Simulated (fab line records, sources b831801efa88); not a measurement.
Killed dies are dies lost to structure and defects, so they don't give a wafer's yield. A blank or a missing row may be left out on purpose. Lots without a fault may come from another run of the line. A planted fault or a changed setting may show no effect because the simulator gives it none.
A struck lot beside a sound one | flow gf180mcu | 14 steps out of a route of 602
Sound: wafers L846.1, L846.3, L846.4. Struck: wafers L832.1, L832.2, L832.4. The cause comes at the end.
At each step with rows: each side's tool, then ch and its chambers, then its first start. Under that, the readings that differ: sound wafers | struck wafers | difference of the means | sigmas: that difference in standard deviations of wafers without a fault.
alike: readings whose means differ by less than 2 such deviations, and words and numbers that are the same on both sides. not compared: withheld readings, readings that some wafer has no value for, bounds like >300 that may hide the same value, and numbers for which the record gives no deviation and whose values overlap.
The two part at a step that has a row with sigmas, a row that says differs or no value, or rows on one side only. Numbers that don't overlap but have no deviation are shown without sigmas and don't part them. A reading that every wafer of one side lacks parts them only if that side has two wafers or more.

first, 1 step without rows for these wafers: GF_STI_DEVELOP_11 (develop time 60 s).
GF_STI_CD_MEAS_12: target cd 220 nm.
  sound on cd_sem-01, day 6 12:00; struck on cd_sem-01, day 3 10:12
  reading    | sound             | struck            | difference | sigmas
  cd_nm (nm) | 218.4 219.9 217.4 | 221.7 221.7 222.2 | +3.3       | +2
GF_STI_ETCH_13: etches the open film in CHF3/O2, stops on Si, target depth 282.31 nm, time 112.9 s.
  sound on rie_diel-02 ch 0,2,3, day 6 12:07; struck on rie_diel-02 ch 1,2,3, day 3 10:19
  alike: drypump_motor_current_A, oes_product_au, throttle_valve_pct
  not compared: rf_hours_counter_h
GF_STI_ETCH_14: etches Si in HBr/Cl2/O2, target depth 360 nm, time 102.9 s.
  sound on rie_si-02 ch 0,1,3, day 6 12:12; struck on rie_si-01 ch 0,1,2, day 3 10:24
  alike: drypump_motor_current_A, oes_product_au, throttle_valve_pct
  not compared: rf_hours_counter_h
GF_STI_STRIP_15: strips in O2/N2.
  sound on plasma_asher-03 ch 0,1, day 6 12:16; struck on plasma_asher-01 ch 0,1, day 3 10:28
  alike: drypump_motor_current_A, heater_power_w, o2_flow_sccm, oes_product_au, strip_time_to_endpoint_s
  not compared: rf_hours_counter_h
then, 6 steps without rows for these wafers: GF_STI_CLEAN_16 (cleans in dHF, time 25 s); GF_STI_WET_ETCH_17 (etches Si3N4 in H3PO4, target depth 45 nm, time 514 s); GF_STI_CLEAN_18 (cleans in SC1/SC2, time 150 s); GF_STI_CLEAN_19 (cleans in dHF, time 20 s); GF_STI_WET_ETCH_20 (etches SiO2 in dHF, target depth 20 nm, time 400 s); GF_STI_OXIDATION_21 (stabilise 600 s, purge 300 s, target thk 15 nm).
GF_STI_THK_MEAS_22:
  sound on film_metro-03, day 6 15:37; struck on film_metro-03, day 3 12:03
  alike: STI_OXIDATION_01_THK
GF_STI_CVD_23: deposits SiO2, target thk 650 nm, time 108.3 s.
  sound on hdpcvd-02 ch 0,2, day 6 15:41; struck on hdpcvd-01 ch 0,1, day 3 12:07
  no value came back on the struck wafers for pressure_mtorr (mTorr), run_length_s (s); on the sound wafers pressure_mtorr (mTorr) reads 5.995 5.989 6.001
GF_PASSIVATION_PROBE_99:
  the record has rows for the sound wafers here (prober-02, day 34 18:22) and none for the struck ones

WHERE THEY PART
First at GF_STI_CD_MEAS_12; last, within this record, at GF_PASSIVATION_PROBE_99.

WHY: what the simulator had put in
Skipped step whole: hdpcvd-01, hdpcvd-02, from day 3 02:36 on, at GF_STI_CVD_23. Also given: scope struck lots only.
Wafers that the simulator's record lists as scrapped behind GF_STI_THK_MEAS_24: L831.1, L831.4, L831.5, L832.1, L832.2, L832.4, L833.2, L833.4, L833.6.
